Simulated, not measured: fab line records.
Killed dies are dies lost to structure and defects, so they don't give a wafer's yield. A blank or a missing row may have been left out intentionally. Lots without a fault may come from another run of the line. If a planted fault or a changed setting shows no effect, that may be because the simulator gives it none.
fab line records ; flow sky130
record: lots: 6; wafers: 18; lastDay: 50
route steps=708 shown VIA1@470 PAD_OPEN@708
lots untouched by any fault: they come from a run of this same line in which no faults occurred
startH: start of the lot's first displayed wafer, in hours after the record's first day ; waitH: hours from the lot's prior step to this one ; " identical to the entry in the row above ; L1.1+2: several wafers, shown together as one row ; - no value present, or no start provided ; * or withheld: withheld ; < > ~ a bound
route shown NAME@n: names a module that has steps shown in the file, with the first one's number in the route ; usual: mean and standard deviation over wafers with no fault ; same: alike in all rows ; chamber/n: place in a boat ; sites: readings site by site ; _std_site: their standard deviation ; _edge_site: inner sites' mean taken away from outer sites' mean ; radiusMm: how far each site lies from the wafer's centre ; mask NAME#n: copy n ; behind: tool/chamber where the wafer was last shaped ; hold: cause of the lot's hold/its duration in hours/its outcome ; device: transistor that didn't switch, given as n, p or np ; end of line: the route-end tests of the same wafers ; where a step has no rows: the recipe by itself ; killed: dies that structure and defects cost at the first sort, which is not the same as the wafer's yield ; map: a wafer's dies, marking killed ones x, the rest . and places with no die _
set.NAME: the setting the step ran with; set.NAME@STEP: the setting that earlier step ran with ; model.NAME: the simulator's own value behind a step, which no gauge read
certain route steps with their lots: each step a table, each wafer a row
services: the hour from which a tool's chamber was out of use, counted from the record's first day as startH (under 0 if before that day), plus the number of hours and why
== steps ==
step: SKY_VIA1_CD_MEAS_12
recipe: targetCdNm: 150
usual: cdNm: 150.3/1.6
lot.wafer;tool;chamber;startH;waitH;cdNm
L214.3;cdSem-01;-;807.66;-;152.4
L214.4;cdSem-01;-;807.66;-;151.0
L214.5;cdSem-01;-;807.66;-;151.3
L217.2;cdSem-01;-;831.84;-;148.5
L217.4;cdSem-01;-;831.84;-;149.9
L217.5;cdSem-01;-;831.84;-;149.4
L218.2;cdSem-01;-;847.76;-;150.4
L218.3;cdSem-01;-;847.76;-;151.1
L218.6;cdSem-01;-;847.76;-;154.0
L226.2;cdSem-01;-;930.34;-;149.8
L226.3;cdSem-01;-;930.34;-;148.8
L226.6;cdSem-01;-;930.34;-;149.4
L231.2;cdSem-01;-;936.44;-;149.2
L231.3;cdSem-01;-;936.44;-;147.9
L231.6;cdSem-01;-;936.44;-;149.1
L233.1;cdSem-02;-;946.29;-;149.9
L233.2;cdSem-02;-;946.29;-;150.2
L233.5;cdSem-02;-;946.29;-;151.3
step: SKY_VIA1_OVL_MEAS_13
usual: VIA1_OVL: 5/4.6
lot.wafer;tool;chamber;startH;waitH;VIA1_OVL[nm]
L214.3;overlay-02;-;807.75;0.1;5
L214.4;overlay-02;-;807.75;0.1;-4
L214.5;overlay-02;-;807.75;0.1;3
L217.2;overlay-01;-;831.95;0.1;3
L217.4;overlay-01;-;831.95;0.1;3
L217.5;overlay-01;-;831.95;0.1;-2
L218.2;overlay-01;-;847.87;0.1;-1
L218.3;overlay-01;-;847.87;0.1;-4
L218.6;overlay-01;-;847.87;0.1;-1
L226.2;overlay-02;-;930.45;0.1;9
L226.3;overlay-02;-;930.45;0.1;7
L226.6;overlay-02;-;930.45;0.1;4
L231.2;overlay-02;-;936.55;0.1;2
L231.3;overlay-02;-;936.55;0.1;2
L231.6;overlay-02;-;936.55;0.1;-4
L233.1;overlay-01;-;946.41;0.1;4
L233.2;overlay-01;-;946.41;0.1;4
L233.5;overlay-01;-;946.41;0.1;-1
step: SKY_VIA1_ETCH_14
recipe: chemistry: N2/H2; target: BARC; ionEnergyEv: 200; sourceW: 500; biasW: 100; pressureMtorr: 30; n2FlowSccm: 100; h2FlowSccm: 200; stopOn: SiO2; timeS: 45.9; targetDepthA: 600
usual: drypumpMotorCurrentA: 5.7/0.39; oesProductAu: 0.854/0.0048; throttleValvePct: 13.225/0.0089
lot.wafer;tool;chamber;startH;waitH;drypumpMotorCurrentA;oesProductAu;rfHoursCounterH;throttleValvePct
L214.3;rieDiel-02;1;807.78;0.0;5.4;0.855;12;13.212
L214.4;rieDiel-02;2;807.78;0.0;6.2;0.854;7;13.250
L214.5;rieDiel-02;0;807.78;0.0;5.9;0.856;-;13.223
L217.2;rieDiel-02;2;831.98;0.0;6.2;0.853;8;13.226
L217.4;rieDiel-02;3;831.98;0.0;6.0;0.849;-;13.217
L217.5;rieDiel-02;2;831.98;0.0;6.2;0.859;-;13.229
L218.2;rieDiel-01;3;847.90;0.0;5.3;0.852;11;13.238
L218.3;rieDiel-01;1;847.90;0.0;5.8;0.853;10;13.224
L218.6;rieDiel-01;1;847.90;0.0;5.8;0.850;-;13.232
L226.2;rieDiel-01;2;930.48;0.0;6.3;0.861;21;13.235
L226.3;rieDiel-01;0;930.48;0.0;5.5;0.854;12;13.215
L226.6;rieDiel-01;1;930.48;0.0;5.8;0.859;-;13.219
L231.2;rieDiel-01;1;936.58;0.0;5.8;0.854;13;13.218
L231.3;rieDiel-01;2;936.58;0.0;6.3;0.858;21;13.219
L231.6;rieDiel-01;2;936.58;0.0;6.3;0.848;-;13.225
L233.1;rieDiel-03;1;946.45;0.0;5.4;0.848;13;13.219
L233.2;rieDiel-03;3;946.45;0.0;5.4;0.853;17;13.221
L233.5;rieDiel-03;0;946.45;0.0;6.0;0.858;-;13.231
step: SKY_VIA1_ETCH_15
recipe: target: SiO2; chemistry: C4F8/O2/Ar; targetDepthNm: 351; stopOn: TiN; maskMaterial: KrF-thick; sourceW: 1500; biasW: 1200; pressureMtorr: 40; c4f8FlowSccm: withheld; O2_flow_sccm: 6; Ar_flow_sccm: 300; timeS: 54
usual: oesProductAu: 0.981/0.0054
lot.wafer;tool;chamber;startH;waitH;oesProductAu;rfHoursCounterH
L214.3;rieDiel-02;1;807.82;0.0;0.982;12
L214.4;rieDiel-02;2;807.82;0.0;0.990;7
L214.5;rieDiel-02;0;807.82;0.0;0.979;-
L217.2;rieDiel-02;2;832.02;0.0;0.979;8
L217.4;rieDiel-02;3;832.02;0.0;0.983;-
L217.5;rieDiel-02;2;832.02;0.0;0.985;-
L218.2;rieDiel-01;3;847.94;0.0;0.967;11
L218.3;rieDiel-01;1;847.94;0.0;0.975;10
L218.6;rieDiel-01;1;847.94;0.0;0.981;-
L226.2;rieDiel-01;2;930.52;0.0;0.979;21
L226.3;rieDiel-01;0;930.52;0.0;0.982;12
L226.6;rieDiel-01;1;930.52;0.0;0.985;-
L231.2;rieDiel-01;1;936.62;0.0;0.982;13
L231.3;rieDiel-01;2;936.62;0.0;0.993;21
L231.6;rieDiel-01;2;936.62;0.0;0.976;-
L233.1;rieDiel-03;1;946.49;0.0;0.979;13
L233.2;rieDiel-03;3;946.49;0.0;0.989;17
L233.5;rieDiel-03;0;946.49;0.0;0.976;-
step: SKY_VIA1_STRIP_16
recipe: chemistry: O2/N2; powerW: 1400; pressureMtorr: 1500; platenTempC: withheld; o2FlowSccm: 3000; n2FlowSccm: 300; overashFraction: 0.5
usual: drypumpMotorCurrentA: 5.9/0.35; oesProductAu: 0.415/0.0041; stripTimeToEndpointS: 4.453/0.021
lot.wafer;tool;chamber;startH;waitH;drypumpMotorCurrentA;oesProductAu;rfHoursCounterH;stripTimeToEndpointS
L214.3;plasmaAsher-01;1;807.90;0.1;6.2;0.414;-;4.467
L214.4;plasmaAsher-01;0;807.90;0.1;5.4;0.411;-;4.455
L214.5;plasmaAsher-01;0;807.90;0.1;5.4;0.419;-;4.473
L217.2;plasmaAsher-03;1;832.07;0.0;5.9;0.417;37;4.425
L217.4;plasmaAsher-03;0;832.07;0.0;6.3;0.413;-;4.437
L217.5;plasmaAsher-03;0;832.07;0.0;6.3;0.409;-;4.407
L218.2;plasmaAsher-01;1;847.99;0.0;6.2;0.416;72;4.442
L218.3;plasmaAsher-01;0;847.99;0.0;5.4;0.417;-;4.455
L218.6;plasmaAsher-01;0;847.99;0.0;5.4;0.418;-;4.455
L226.2;plasmaAsher-01;1;930.57;0.0;6.2;0.419;81;4.439
L226.3;plasmaAsher-01;1;930.57;0.0;6.2;0.413;-;4.475
L226.6;plasmaAsher-01;1;930.57;0.0;6.2;0.416;-;4.412
L231.2;plasmaAsher-01;1;936.67;0.0;6.2;0.420;81;4.461
L231.3;plasmaAsher-01;1;936.67;0.0;6.2;0.414;-;4.461
L231.6;plasmaAsher-01;0;936.67;0.0;5.4;0.409;-;4.463
L233.1;plasmaAsher-01;1;946.54;0.0;6.2;0.413;83;4.455
L233.2;plasmaAsher-01;0;946.54;0.0;5.4;0.416;83;4.477
L233.5;plasmaAsher-01;1;946.54;0.0;6.2;0.417;-;4.476
step: SKY_VIA1_STRIP_17
recipe: chemistry: postEtchResidueRemover; timeS: 1200; tempC: 72.5
step: SKY_VIA1_CLEAN_18
recipe: chemistry: IPA; timeS: 180; tempC: 25
step: SKY_VIA1_CLEAN_19
recipe: chemistry: O3/DIW; dry: n2Spin
step: SKY_VIA1_SPUTTER_20
recipe: material: TiN; targetThkNm: 20; chamberPressurePa: 5; powerW: 4000; timeS: 80
usual: chamberPressurePa: 5.001/0.01; throttleValvePct: 30.7/1.1
lot.wafer;tool;chamber;startH;waitH;chamberPressurePa;throttleValvePct
L214.3;pvdSputter-02;-;808.46;0.0;5.001;30.7
L214.4;pvdSputter-02;-;808.46;0.0;4.971;29.2
L214.5;pvdSputter-02;-;808.46;0.0;5.006;31.4
L217.2;pvdSputter-02;-;832.66;0.0;4.978;30.3
L217.4;pvdSputter-02;-;832.66;0.0;5.010;29.3
L217.5;pvdSputter-02;-;832.66;0.0;4.990;30.0
L218.2;pvdSputter-02;-;848.62;0.0;4.994;29.8
L218.3;pvdSputter-02;-;848.62;0.0;4.989;30.5
L218.6;pvdSputter-02;-;848.62;0.0;4.999;29.7
L226.2;pvdSputter-04;-;931.16;0.0;5.010;32.0
L226.3;pvdSputter-04;-;931.16;0.0;5.004;31.1
L226.6;pvdSputter-04;-;931.16;0.0;4.999;32.5
L231.2;pvdSputter-04;-;937.27;0.0;5.024;32.2
L231.3;pvdSputter-04;-;937.27;0.0;4.983;31.7
L231.6;pvdSputter-04;-;937.27;0.0;4.988;31.9
L233.1;pvdSputter-04;-;947.25;0.0;5.009;31.7
L233.2;pvdSputter-04;-;947.25;0.0;5.002;31.2
L233.5;pvdSputter-04;-;947.25;0.0;5.001;32.5
step: SKY_VIA1_CVD_21
recipe: material: W; targetThkNm: 270; timeS: 80.902; tempC: 400; pressureTorr: 40
usual: heaterPowerOuterW: 515/86; heaterPowerW: 821/140
lot.wafer;tool;chamber;startH;waitH;heaterPowerOuterW;heaterPowerW
L214.3;cvdW-02;1;808.55;0.1;622;1062
L214.4;cvdW-02;0;808.55;0.1;413;676
L214.5;cvdW-02;1;808.55;0.1;635;1050
L217.2;cvdW-01;1;832.72;0.0;472;770
L217.4;cvdW-01;0;832.72;0.0;588;871
L217.5;cvdW-01;0;832.72;0.0;581;882
L218.2;cvdW-01;1;848.68;0.0;464;752
L218.3;cvdW-01;1;848.68;0.0;468;761
L218.6;cvdW-01;1;848.68;0.0;476;754
L226.2;cvdW-02;0;931.22;0.0;423;684
L226.3;cvdW-02;0;931.22;0.0;412;694
L226.6;cvdW-02;0;931.22;0.0;422;688
L231.2;cvdW-02;1;937.33;0.0;643;1049
L231.3;cvdW-02;0;937.33;0.0;423;673
L231.6;cvdW-02;1;937.33;0.0;652;1051
L233.1;cvdW-01;1;947.31;0.0;456;739
L233.2;cvdW-01;0;947.31;0.0;555;825
L233.5;cvdW-01;0;947.31;0.0;560;844
step: SKY_VIA1_RS_MEAS_22
recipe: thkMeasGauge: four-point-probe; reads: W_of_VIA1_CVD_21+TiN_of_VIA1_SPUTTER_20
usual: VIA1_W_RS: 0.426/0.0042
lot.wafer;tool;chamber;startH;waitH;VIA1_W_RS[ohm/sq]
L214.3;filmMetro-03;-;808.65;0.1;0.433
L214.4;filmMetro-03;-;808.65;0.1;0.430
L214.5;filmMetro-03;-;808.65;0.1;0.433
L217.2;filmMetro-01;-;832.83;0.1;0.421
L217.4;filmMetro-01;-;832.83;0.1;0.425
L217.5;filmMetro-01;-;832.83;0.1;0.428
L218.2;filmMetro-02;-;848.80;0.1;0.425
L218.3;filmMetro-02;-;848.80;0.1;0.429
L218.6;filmMetro-02;-;848.80;0.1;0.423
L226.2;filmMetro-01;-;931.33;0.1;0.425
L226.3;filmMetro-01;-;931.33;0.1;0.426
L226.6;filmMetro-01;-;931.33;0.1;0.420
L231.2;filmMetro-02;-;937.47;0.1;0.431
L231.3;filmMetro-02;-;937.47;0.1;0.424
L231.6;filmMetro-02;-;937.47;0.1;0.420
L233.1;filmMetro-02;-;947.40;0.1;0.424
L233.2;filmMetro-02;-;947.40;0.1;0.423
L233.5;filmMetro-02;-;947.40;0.1;0.423
step: SKY_VIA1_THK_MEAS_23
recipe: thkMeasGauge: xrf; reads: W_of_VIA1_CVD_21
usual: VIA1_W_THK: 275/4
lot.wafer;tool;chamber;startH;waitH;VIA1_W_THK[nm]
L214.3;filmMetro-03;-;808.75;0.1;270
L214.4;filmMetro-03;-;808.75;0.1;270
L214.5;filmMetro-03;-;808.75;0.1;270
L217.2;filmMetro-01;-;832.94;0.1;276
L217.4;filmMetro-01;-;832.94;0.1;274
L217.5;filmMetro-01;-;832.94;0.1;272
L218.2;filmMetro-02;-;848.91;0.1;278
L218.3;filmMetro-02;-;848.91;0.1;276
L218.6;filmMetro-02;-;848.91;0.1;279
L226.2;filmMetro-01;-;931.44;0.1;274
L226.3;filmMetro-01;-;931.44;0.1;273
L226.6;filmMetro-01;-;931.44;0.1;277
L231.2;filmMetro-02;-;937.58;0.1;274
L231.3;filmMetro-02;-;937.58;0.1;280
L231.6;filmMetro-02;-;937.58;0.1;281
L233.1;filmMetro-02;-;947.52;0.1;278
L233.2;filmMetro-02;-;947.52;0.1;280
L233.5;filmMetro-02;-;947.52;0.1;279
step: SKY_VIA1_CMP_24
recipe: stopOn: SiO2; tOverpolishS: 15; downForcePsi: 3.5; platenRpm: 60; targetThkNm: 0; padVelocityMS: 0.94248
usual: edgeZonePressureFrac: 1.000/0.0046; headPressurePsi: 3.500/0.0078; motorCurrentA: 10.2/0.92; overpolishRunS: 15.001/0.009; timeToEndpointS: 64.5/2.7
lot.wafer;tool;chamber;startH;waitH;edgeZonePressureFrac;headPressurePsi;motorCurrentA;overpolishRunS;timeToEndpointS;model.W_of_VIA1_CVD_21.thkNm;model.SiO2_of_VIA1_HDPCVD_00.thkNm
L214.4;cmp-01;0;808.89;0.1;1.007;3.496;9.0;15.011;65.2;0;341.7
L214.3;cmp-01;1;808.89;0.1;1.005;3.514;11.7;14.989;63.7;0;340.7
L214.5;cmp-01;3;808.89;0.1;0.995;3.498;8.9;14.991;65.1;0;342.7
L217.4;cmp-02;1;833.04;0.1;-;-;-;-;-;271;344.8
L217.2;cmp-02;3;833.04;0.1;-;-;-;-;-;273.1;343.9
L217.5;cmp-02;1;833.04;0.1;-;-;-;-;-;269.3;344.4
L218.2;cmp-02;2;848.96;0.0;-;-;-;-;-;271.1;344.5
L218.3;cmp-02;3;848.96;0.0;-;-;-;-;-;268.7;342.5
L218.6;cmp-02;2;848.96;0.0;-;-;-;-;-;272.6;343.5
L226.2;cmp-02;2;931.59;0.1;0.996;3.493;10.7;14.995;64.1;0;341
L226.3;cmp-02;3;931.59;0.1;1.009;3.500;9.8;14.985;66.4;0;341.6
L226.6;cmp-02;1;931.59;0.1;0.996;3.504;11.7;15.009;63.0;0;340.2
L231.2;cmp-02;2;937.63;0.0;1.005;3.511;11.6;14.995;61.9;0;341.7
L231.3;cmp-02;0;937.63;0.0;1.004;3.489;10.2;14.994;63.8;0;340.4
L231.6;cmp-02;2;937.63;0.0;1.002;3.502;10.1;15.013;66.3;0;341.4
L233.1;cmp-01;2;947.68;0.1;0.998;3.503;10.1;14.993;64.6;0;342.3
L233.2;cmp-01;3;947.68;0.1;1.002;3.486;8.8;14.984;62.3;0;342.3
L233.5;cmp-01;0;947.68;0.1;0.999;3.491;9.4;15.016;62.7;0;343.1
step: SKY_PAD_OPEN_PROBE_99
usual: defectLimitedYield: 82.5/2.1; killed_at_M0_to_M3: 43/7.7; killed_at_M4_up: 3.4/1.9; killedAtContacts: 25/5.6; killedAtFrontEnd: 14/4.3; killedAtOther: 0.2/0.5; killedDies: 86/10; killedOnRim: 17/4.1; killedOpen: 47/7.2; killedShort: 39/6.7; sort_bin_3_pad_short: 0.9/0.46; sort_bin_5_function: 10.4/1.5; sort_bin_6_memory: 6.2/1.2; sortNPass: 406/10; sortYieldPct: 82.5/2.1
same: grossDies: 492; killedAtBackSide: 0; sort_bin_4_leakage[%]: 0; sort_bin_8_speed[%]: 0
lot.wafer;tool;chamber;startH;waitH;defectLimitedYield[%];killed_at_M0_to_M3;killed_at_M4_up;killedAtContacts;killedAtFrontEnd;killedAtOther;killedDies;killedOnRim;killedOpen;killedShort;sort_bin_3_pad_short[%];sort_bin_5_function[%];sort_bin_6_memory[%];sortNPass;sortYieldPct[%]
L217.2;prober-01;-;1109.16;0.1;0;456;3;15;18;0;492;96;42;42;83.7;8.7;7.5;0;0
L217.4;prober-01;-;1109.26;0.2;0;444;5;28;15;0;492;96;56;36;81.9;11.4;6.7;0;0
L217.5;prober-01;-;1109.31;0.2;0;454;2;23;13;0;492;96;48;36;83.3;10.0;6.7;0;0
L218.2;prober-02;-;1120.38;0.1;0;447;2;25;18;0;492;96;57;29;82.7;11.4;5.9;0;0
L218.3;prober-02;-;1120.43;0.2;0;457;4;26;5;0;492;96;42;30;85.6;8.5;5.9;0;0
L218.6;prober-02;-;1120.58;0.2;0;453;1;21;17;0;492;96;50;26;85.0;11.0;4.1;0;0
L226.2;prober-02;-;1178.34;0.1;83.7;40;2;25;13;0;80;17;41;39;1.0;9.6;5.7;412;83.7
L226.3;prober-02;-;1178.39;0.2;81.9;41;5;31;11;1;89;22;44;45;0.8;11.2;6.1;403;81.9
L226.6;prober-02;-;1178.54;0.2;81.7;43;6;31;10;0;90;19;44;46;1.2;11.0;6.1;402;81.7
L231.2;prober-01;-;1186.31;0.1;82.5;43;10;23;9;1;86;15;51;35;0.6;11.2;5.7;406;82.5
L231.3;prober-01;-;1186.36;0.2;80.9;51;7;21;15;0;94;17;45;49;1.4;10.6;7.1;398;80.9
L231.6;prober-01;-;1186.51;0.2;81.1;48;3;23;19;0;93;18;59;34;0.4;11.4;7.1;399;81.1
killed by level:class
L217.2 VIA1:areaCmp=408 VIA2:geometricParticle:open=8 VIA1:geometricParticle:open=8 METAL1:geometricParticle:short=7 FIELD_ISO:geometricParticle:open=6 METAL3:geometricParticle:short=6 VIA3:geometricParticle:short=5 POLY_GATE:geometricParticle:open=5
L217.4 VIA1:areaCmp=400 VIA1:geometricParticle:open=15 CONTACT:geometricParticle:open=12 VIA3:geometricParticle:open=10 FIELD_ISO:geometricParticle:short=7 VIA2:geometricParticle:open=7 LI_CONTACT:geometricParticle:open=6 LI_CONTACT:geometricParticle:short=5
L217.5 VIA1:areaCmp=408 VIA1:geometricParticle:open=10 VIA3:geometricParticle:open=10 VIA2:geometricParticle:open=7 VIA2:geometricParticle:short=6 CONTACT:geometricParticle:open=6 LOCAL_INTERCONNECT:geometricParticle:short=5 LI_CONTACT:geometricParticle:open=4
L218.2 VIA1:areaCmp=406 CONTACT:geometricParticle:open=10 VIA1:geometricParticle:open=8 LI_CONTACT:geometricParticle:open=8 VIA3:geometricParticle:open=8 VIA2:geometricParticle:open=6 POLY_GATE:geometricParticle:open=5 METAL2:geometricParticle:short=5
L218.3 VIA1:areaCmp=420 CONTACT:geometricParticle:open=11 VIA1:geometricParticle:open=11 LI_CONTACT:geometricParticle:open=7 VIA3:geometricParticle:open=6 METAL1:geometricParticle:short=5 POLY_GATE:geometricParticle:short=4 LI_CONTACT:geometricParticle:short=3
L218.6 VIA1:areaCmp=416 VIA1:geometricParticle:open=14 CONTACT:geometricParticle:open=7 LI_CONTACT:geometricParticle:open=5 LI_CONTACT:geometricParticle:short=5 VIA1:geometricParticle:short=5 VIA2:geometricParticle:open=5 FIELD_ISO:geometricParticle:short=4
L226.2 CONTACT:geometricParticle:open=11 VIA1:geometricParticle:open=11 METAL1:geometricParticle:short=6 METAL2:geometricParticle:short=6 POLY_GATE:geometricParticle:open=5 LI_CONTACT:geometricParticle:open=5 FIELD_ISO:geometricParticle:short=4 CONTACT:geometricParticle:short=4
L226.3 LI_CONTACT:geometricParticle:open=10 METAL1:geometricParticle:short=9 CONTACT:geometricParticle:open=9 VIA1:geometricParticle:open=7 LOCAL_INTERCONNECT:geometricParticle:short=5 VIA3:geometricParticle:open=5 VIA1:geometricParticle:short=4 METAL2:geometricParticle:short=4
L226.6 CONTACT:geometricParticle:open=11 VIA1:geometricParticle:open=10 CONTACT:geometricParticle:short=8 VIA2:geometricParticle:open=7 LI_CONTACT:geometricParticle:open=6 VIA1:geometricParticle:short=6 METAL2:geometricParticle:short=6 METAL4:geometricParticle:short=5
L231.2 CONTACT:geometricParticle:open=11 VIA1:geometricParticle:open=11 METAL4:geometricParticle:short=8 VIA2:geometricParticle:open=6 VIA3:geometricParticle:open=6 METAL1:geometricParticle:short=5 METAL2:geometricParticle:short=5 LI_CONTACT:geometricParticle:open=4
L231.3 METAL2:geometricParticle:short=10 LI_CONTACT:geometricParticle:open=8 VIA3:geometricParticle:open=8 CONTACT:geometricParticle:open=7 VIA1:geometricParticle:short=7 VIA1:geometricParticle:open=6 FIELD_ISO:geometricParticle:short=5 VIA2:geometricParticle:short=5
L231.6 VIA1:geometricParticle:open=13 VIA2:geometricParticle:open=9 CONTACT:geometricParticle:open=8 FIELD_ISO:geometricParticle:open=6 LI_CONTACT:geometricParticle:open=6 CONTACT:geometricParticle:short=6 VIA1:geometricParticle:short=6 VIA3:geometricParticle:open=5
map L217.2 (x killed, . not)
__________xxxxxxxxxx_________
________xxxxxxxxxxxxxx_______
______xxxxxxxxxxxxxxxxxx_____
_____xxxxxxxxxxxxxxxxxxxx____
____xxxxxxxxxxxxxxxxxxxxxx___
___xxxxxxxxxxxxxxxxxxxxxxxx__
__xxxxxxxxxxxxxxxxxxxxxxxxxx_
_xxxxxxxxxxxxxxxxxxxxxxxxxxxx
_xxxxxxxxxxxxxxxxxxxxxxxxxxxx
_xxxxxxxxxxxxxxxxxxxxxxxxxxxx
_xxxxxxxxxxxxxxxxxxxxxxxxxxxx
_xxxxxxxxxxxxxxxxxxxxxxxxxxxx
_xxxxxxxxxxxxxxxxxxxxxxxxxxxx
_xxxxxxxxxxxxxxxxxxxxxxxxxxxx
_xxxxxxxxxxxxxxxxxxxxxxxxxxxx
__xxxxxxxxxxxxxxxxxxxxxxxxxx_
___xxxxxxxxxxxxxxxxxxxxxxxx__
____xxxxxxxxxxxxxxxxxxxxxx___
_____xxxxxxxxxxxxxxxxxxxx____
______xxxxxxxxxxxxxxxxxx_____
________xxxxxxxxxxxxxx_______
__________xxxxxxxxxx_________
map L218.2 (x killed, . not)
__________xxxxxxxxxx_________
________xxxxxxxxxxxxxx_______
______xxxxxxxxxxxxxxxxxx_____
_____xxxxxxxxxxxxxxxxxxxx____
____xxxxxxxxxxxxxxxxxxxxxx___
___xxxxxxxxxxxxxxxxxxxxxxxx__
__xxxxxxxxxxxxxxxxxxxxxxxxxx_
_xxxxxxxxxxxxxxxxxxxxxxxxxxxx
_xxxxxxxxxxxxxxxxxxxxxxxxxxxx
_xxxxxxxxxxxxxxxxxxxxxxxxxxxx
_xxxxxxxxxxxxxxxxxxxxxxxxxxxx
_xxxxxxxxxxxxxxxxxxxxxxxxxxxx
_xxxxxxxxxxxxxxxxxxxxxxxxxxxx
_xxxxxxxxxxxxxxxxxxxxxxxxxxxx
_xxxxxxxxxxxxxxxxxxxxxxxxxxxx
__xxxxxxxxxxxxxxxxxxxxxxxxxx_
___xxxxxxxxxxxxxxxxxxxxxxxx__
____xxxxxxxxxxxxxxxxxxxxxx___
_____xxxxxxxxxxxxxxxxxxxx____
______xxxxxxxxxxxxxxxxxx_____
________xxxxxxxxxxxxxx_______
__________xxxxxxxxxx_________
== services ==
tool;chamber;startH;hours;kind
cmp-02;-;783.87;12.0;repair
cmp-01;-;796.02;7.4;pm
rieDiel-01;1;805.35;5.7;repair
plasmaAsher-01;-;811.63;5.2;repair
cmp-02;-;812.85;1.7;repair
plasmaAsher-01;-;813.31;1.7;repair
cmp-02;-;814.53;3.2;pm
cmp-02;-;819.42;8.4;pm
rieDiel-02;1;824.95;49.5;repair
cvdW-02;0;831.77;3.4;repair
cmp-01;-;832.54;1.8;repair
cmp-01;-;837.20;4.2;pm
rieDiel-02;2;857.34;3.0;repair
rieDiel-02;-;857.48;0.2;repair
rieDiel-02;0;869.38;14.4;repair
cvdW-02;1;882.37;15.5;repair
cvdW-01;0;882.47;12.4;repair
pvdSputter-04;-;888.33;7.5;repair
cvdW-02;0;889.49;6.0;repair
pvdSputter-02;-;893.60;1.5;repair
cvdW-01;-;904.00;14.0;pm
cvdW-01;-;904.35;1.4;repair
cmp-02;-;913.09;3.3;repair
cmp-02;-;919.54;1.3;repair
== key ==
firstSign: step: SKY_VIA1_CMP_24; reading: toolRecord; direction: missing
effect: step: SKY_PAD_OPEN_PROBE_99; reading: sort_bin_3_pad_short; direction: up; sigmas: 99+; usual: 0.9; struck: 83.7
modelEffect: step: SKY_VIA1_CMP_24; value: W_of_VIA1_CVD_21.thkNm; without: 0; struck: 270.9
moreKillsBornAt: SKY_VIA1_CMP_24@cmp-02: 2439
metAt SKY_VIA1_CMP_24
struckWafers L217.2,L217.4,L217.5,L218.2,L218.3,L218.6
laterRowsLeftOut L217.2,L217.4,L217.5,L218.2,L218.3,L218.6
fault: kind: skippedStepWhole; tool: cmp-02; chamber: -; onsetH: 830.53; steps: SKY_VIA1_CMP_24; scope: struckLotsOnly
laterRowsLeftOut: the simulator's readings of these wafers behind a module that went badly wrong aren't trusted and aren't shown, but for the sort
